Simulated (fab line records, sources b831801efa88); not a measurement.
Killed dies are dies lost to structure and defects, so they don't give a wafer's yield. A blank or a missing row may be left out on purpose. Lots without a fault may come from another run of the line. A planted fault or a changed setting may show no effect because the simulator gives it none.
Split-lot experiment | flow sfq_line | 5 lots, 16 wafers read, on a route of 325 steps

THE SPLIT
At SFQ_TRILAYER_R5_LITHO_COAT_136 (resist thk 600 nm), the setting resist_thk_nm was moved away from the recipe's 600 nm on 7 of the 16 wafers read, by -3.6% to +4.8%. The other wafers ran this setting at the recipe's value.

The file shows no step between the split and the reading.

THE READING
KrF_of_TRILAYER_R5_LITHO_COAT_136.thk_nm (the simulator's own value, which no gauge read), in nm, at SFQ_TRILAYER_R5_ETCH_METAL_ETCH_139 (etches the open film in Cl2, stops on SiO2, target depth 60 nm, time 40 s). The file gives no usual value for it. The 9 wafers here that ran the recipe average 499.5 nm, standard deviation 1.6 nm.

wafer  | tool, chamber at the split | resist_thk_nm as run, nm | against the recipe | KrF_of_TRILAYER_R5_LITHO_COAT_136.thk_nm, nm | against lot-mates on the recipe
L074.4 | litho_track-02, 0          | 588.9                    | -1.9%              | 487.1                                        | -11.7
L074.5 | litho_track-02, 0          | 588.9                    | -1.9%              | 486.9                                        | -11.9
L074.6 | litho_track-02, 0          | 600                      | recipe             | 498.8                                        | -
L076.1 | litho_track-02, 0          | 600                      | recipe             | 500.7                                        | -
L076.2 | litho_track-02, 0          | 578.2                    | -3.6%              | 475.8                                        | -22.6
L076.3 | litho_track-02, 0          | 578.2                    | -3.6%              | 481                                          | -17.4
L076.4 | litho_track-02, 0          | 600                      | recipe             | 498.4                                        | -
L076.6 | litho_track-02, 0          | 600                      | recipe             | 496                                          | -
L077.3 | litho_track-01, 0          | 584.1                    | -2.6%              | 482.4                                        | -17.2
L077.4 | litho_track-01, 0          | 584.1                    | -2.6%              | 484.7                                        | -14.9
L077.6 | litho_track-01, 0          | 600                      | recipe             | 499.6                                        | -
L079.1 | litho_track-01, 0          | 600                      | recipe             | 502.2                                        | -
L079.5 | litho_track-01, 0          | 629                      | +4.8%              | 531.8                                        | +29.6
L083.1 | litho_track-01, 0          | 600                      | recipe             | 500.2                                        | -
L083.2 | litho_track-01, 0          | 600                      | recipe             | 500.2                                        | -
L083.6 | litho_track-01, 0          | 600                      | recipe             | 499.7                                        | -

THE FIT
A straight line over all 16 wafers: KrF_of_TRILAYER_R5_LITHO_COAT_136.thk_nm changes by +6.29 nm for each +1% of resist_thk_nm; r = +0.99; the points scatter about the line by 1.9 nm.
The same after taking each lot's own level away (the mean of its wafers on the recipe; 16 wafers): +5.92 nm for each +1%; r = +0.99; scatter 1.6 nm.
On that fit, the largest move of resist_thk_nm shifts the reading by 29 nm.
The lots' own levels span 498.37 to 502.20 nm, that is 2.4 times the standard deviation above.
So the lot-to-lot level changes the slope little: the two slopes agree.
Check: with one of the wafers moved furthest among these (+4.8%) left out of the fit, the line predicts +27.6 nm for it against its lot-mates. It came out at +29.6 nm against them.

OTHER SPLITS ON THESE WAFERS
These wafers also went through other splits before the reading. Each is held against what the fit with the lots' levels taken away leaves over:
other split on the same wafers                    | wafers away from the commonest value | r with KrF_of_TRILAYER_R5_LITHO_COAT_136.thk_nm (lot level and that fit taken away)
SFQ_TRILAYER_M4_BARC_OPEN_METAL_ETCH_123 icp_w    | 7                                    | -0.10
SFQ_TRILAYER_I4_VIA_LITHO_COAT_103 spin_rpm       | 4                                    | -0.09
SFQ_TRILAYER_I4_VIA_BARC_OPEN_VIA_ETCH_146 bias_w | 3                                    | -0.10
SFQ_TRILAYER_JJ_TRILAYER_DEP_SPUTTER_109 time_s   | 6                                    | -0.14
SFQ_TRILAYER_JJ_CE_LITHO_COAT_114 resist_thk_nm   | 6                                    | +0.07
SFQ_TRILAYER_JJ_CE_BARC_OPEN_RIE_150 bias_w       | 6                                    | +0.29
SFQ_TRILAYER_M5_LITHO_PEB_126 peb_temp_c          | 5                                    | -0.14
SFQ_TRILAYER_R5_DEP_SPUTTER_134 power_w           | 0                                    | -

THE WHOLE CHAIN: every reading that the file lists as answering this split, in the file's order
step                                | what it does                                                              | reading                                                                                   | change (the file's fit)              | r (the file's)
SFQ_TRILAYER_R5_LITHO_COAT_136      | resist thk 600 nm                                                         | KrF_of_TRILAYER_R5_LITHO_COAT_136.thk_nm (the simulator's own value, which no gauge read) | +5.91 nm for each +1% of the setting | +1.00
SFQ_TRILAYER_R5_ETCH_METAL_ETCH_139 | etches the open film in Cl2, stops on SiO2, target depth 60 nm, time 40 s | KrF_of_TRILAYER_R5_LITHO_COAT_136.thk_nm (the simulator's own value, which no gauge read) | +5.85 nm for each +1% of the setting | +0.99

THE FILE'S OWN FIT
KrF_of_TRILAYER_R5_LITHO_COAT_136.thk_nm changes by +5.85 nm for each +1% of resist_thk_nm, r = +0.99.
